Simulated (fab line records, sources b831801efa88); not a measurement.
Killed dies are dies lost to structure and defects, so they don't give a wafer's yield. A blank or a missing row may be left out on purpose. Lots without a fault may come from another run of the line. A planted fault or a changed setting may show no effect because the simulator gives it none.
A struck lot beside a sound one | flow sky130 | 44 steps out of a route of 708
Sound: wafers L814.3, L814.4, L814.6. Struck: wafer L826.1. (L826.3, L826.4 of the same lot were not struck and are left out.) The cause comes at the end.
At each step with rows: each side's tool, then ch and its chambers, then its first start. Under that, the readings that differ: sound wafers | struck wafers | difference of the means | sigmas: that difference in standard deviations of wafers without a fault.
alike: readings whose means differ by less than 2 such deviations, and words and numbers that are the same on both sides. not compared: withheld readings, readings that some wafer has no value for, bounds like >300 that may hide the same value, and numbers for which the record gives no deviation and whose values overlap.
The two part at a step that has a row with sigmas, a row that says differs or no value, or rows on one side only. Numbers that don't overlap but have no deviation are shown without sigmas and don't part them. A reading that every wafer of one side lacks parts them only if that side has two wafers or more.

first, 5 steps without rows for these wafers: SKY_VIA4_STRIP_14 (strips in post etch residue remover, time 1200 s); SKY_VIA4_CLEAN_15 (cleans in IPA, time 180 s); SKY_VIA4_CLEAN_16 (cleans in O3/DIW); SKY_VIA4_SPUTTER_17 (material TiN, target thk 20 nm, time 80 s); SKY_VIA4_CVD_18 (deposits W, target thk 505 nm, time 152.14 s).
SKY_VIA4_RS_MEAS_19: measures by four-point-probe.
  sound on film_metro-03, day 43 19:28; struck on film_metro-02, day 46 20:44
  alike: VIA4_W_RS
SKY_VIA4_THK_MEAS_20: measures by xrf.
  sound on film_metro-03, day 43 19:34; struck on film_metro-02, day 46 20:52
  alike: VIA4_W_THK
then, 2 steps without rows for these wafers: SKY_VIA4_CMP_21 (polishes, stops on SiO2, t overpolish 25 s, target thk 0 nm); SKY_METAL5_SPUTTER_00 (material Ti, target thk 15 nm, time 10 s).
SKY_METAL5_SPUTTER_01: material TiN, target thk 20 nm, time 16.7 s.
  sound on pvd_sputter-03, day 43 19:55; struck on pvd_sputter-01, day 46 21:14
  alike: throttle_valve_pct
then, 1 step without rows for these wafers: SKY_METAL5_SPUTTER_02 (material AlCu, target thk 1150 nm, time 61.2 s).
SKY_METAL5_SPUTTER_03: material Ti, target thk 5 nm, time 3.3 s.
  sound on pvd_sputter-03, day 43 20:00; struck on pvd_sputter-01, day 46 21:19
  alike: throttle_valve_pct
SKY_METAL5_SPUTTER_04: material TiN, target thk 70 nm, time 58.3 s.
  sound on pvd_sputter-03, day 43 20:01; struck on pvd_sputter-01, day 46 21:20
  reading                                    | sound             | struck | difference | sigmas
  model.TiN_of_METAL5_SPUTTER_04.thk_nm (nm) | 71.35 71.47 70.29 | 57.97  | -13.07     |
  alike: throttle_valve_pct
SKY_METAL5_RS_MEAS_05: measures by four-point-probe.
  sound on film_metro-04, day 43 20:07; struck on film_metro-04, day 46 21:23
  alike: METAL5_ALCU_RS
SKY_METAL5_THK_MEAS_06: measures by xrf.
  sound on film_metro-04, day 43 20:13; struck on film_metro-04, day 46 21:30
  reading              | sound          | struck | difference | sigmas
  METAL5_ALCU_THK (nm) | 1152 1142 1162 | 1181   | +29        | +2
then, 9 steps without rows for these wafers: SKY_METAL5_DEHYDRATE_07 (time 60 s); SKY_METAL5_HMDS_08 (prime time 60 s); SKY_METAL5_COAT_09 (resist thk 1800 nm); SKY_METAL5_SOFTBAKE_10 (time 60 s); SKY_METAL5_EXPOSE_11 (exposes mask MM5, target cd 1600 nm); SKY_METAL5_PEB_12; SKY_METAL5_DEVELOP_13 (develop time 60 s); SKY_METAL5_DESCUM_14 (chemistry O2, time 11 s); SKY_METAL5_METAL_ETCH_15 (etches the open film in Cl2/BCl3, stops on SiO2, target depth 1260 nm, time 252 s).
SKY_METAL5_STRIP_16: strips in O2/N2.
  sound on plasma_asher-01 ch 0,1, day 44 18:46; struck on plasma_asher-02 ch 1, day 47 18:13
  reading                | sound | struck | difference                   | sigmas
  rf_hours_counter_h (h) | - - - | 37     | no value on the sound wafers |
  alike: drypump_motor_current_A, oes_product_au, strip_time_to_endpoint_s
SKY_METAL5_STRIP_17: strips in post etch residue remover, time 1200 s.
  sound on wet_bench-03 ch 3, day 44 18:50; struck on wet_bench-02 ch 0, day 47 18:19
  reading                                    | sound             | struck | difference | sigmas
  model.TiN_of_METAL5_SPUTTER_04.thk_nm (nm) | 70.94 71.05 69.88 | 57.55  | -13.07     |
  alike: temp_c
then, 3 steps without rows for these wafers: SKY_METAL5_CLEAN_18 (cleans in IPA, time 180 s); SKY_METAL5_CLEAN_19 (cleans in O3/DIW); SKY_PASSIVATION_CVD_00 (deposits SiO2, target thk 90 nm).
SKY_PASSIVATION_THK_MEAS_01:
  sound on film_metro-03, day 44 19:23; struck on film_metro-03, day 47 18:51
  alike: PASSIVATION_CVD_00_THK
SKY_PASSIVATION_CVD_02: deposits Si3N4, target thk 540 nm.
  sound on pecvd-04 ch 0,2, day 44 19:25; struck on pecvd-03 ch 2, day 47 18:55
  alike: heater_power_w
SKY_PASSIVATION_THK_MEAS_03:
  sound on film_metro-03, day 44 19:40; struck on film_metro-03, day 47 19:11
  alike: PASSIVATION_CVD_02_THK
then, 7 steps without rows for these wafers: SKY_PASSIVATION_DEHYDRATE_04 (time 60 s); SKY_PASSIVATION_HMDS_05 (prime time 60 s); SKY_PASSIVATION_COAT_06 (resist thk 3000 nm); SKY_PASSIVATION_SOFTBAKE_07; SKY_PASSIVATION_EXPOSE_08 (exposes mask NSM, target cd 3000 nm); SKY_PASSIVATION_PEB_09; SKY_PASSIVATION_DEVELOP_10 (develop time 60 s).
SKY_PASSIVATION_ETCH_11: etches the open film in CF4/O2, stops on AlCu, target depth 725 nm, time 161.1 s.
  sound on rie_diel-01 ch 0,2, day 45 17:44; struck on rie_diel-01 ch 1, day 48 13:40
  reading                                 | sound             | struck | difference | sigmas
  drypump_motor_current_A (A)             | 5.7 5.7 5.4       | 6.6    | +1.0       | +3
  model.PASSIVATION.feature_depth_nm (nm) | 699.8 706.5 696.6 | 689.9  | -11.1      |
  alike: oes_product_au, throttle_valve_pct
  not compared: rf_hours_counter_h
SKY_PASSIVATION_STRIP_12: strips in O2/N2.
  sound on plasma_asher-01 ch 0,1, day 45 17:52; struck on plasma_asher-02 ch 1, day 48 13:46
  reading                | sound | struck | difference                   | sigmas
  rf_hours_counter_h (h) | - - - | 39     | no value on the sound wafers |
  alike: drypump_motor_current_A, oes_product_au, strip_time_to_endpoint_s
then, 1 step without rows for these wafers: SKY_PAD_OPEN_DEHYDRATE_00 (time 60 s).
SKY_PAD_OPEN_ETCH_07: etches the open film in CF4/O2, stops on AlCu, target depth 725 nm, time 161.1 s.
  sound on rie_diel-01 ch 1,2, day 46 15:12; struck on rie_diel-03 ch 3, day 49 07:58
  reading                              | sound             | struck | difference | sigmas
  model.PAD_OPEN.feature_depth_nm (nm) | 699.8 690.2 701.3 | 689.9  | -7.2       |
  alike: drypump_motor_current_A, oes_product_au, throttle_valve_pct
  not compared: rf_hours_counter_h
SKY_PAD_OPEN_PROBE_99:
  the record has rows for the sound wafers here (prober-01, day 46 17:39) and none for the struck ones

WHERE THEY PART
First at SKY_METAL5_THK_MEAS_06; last, within this record, at SKY_PAD_OPEN_PROBE_99.

WHY: what the simulator had put in
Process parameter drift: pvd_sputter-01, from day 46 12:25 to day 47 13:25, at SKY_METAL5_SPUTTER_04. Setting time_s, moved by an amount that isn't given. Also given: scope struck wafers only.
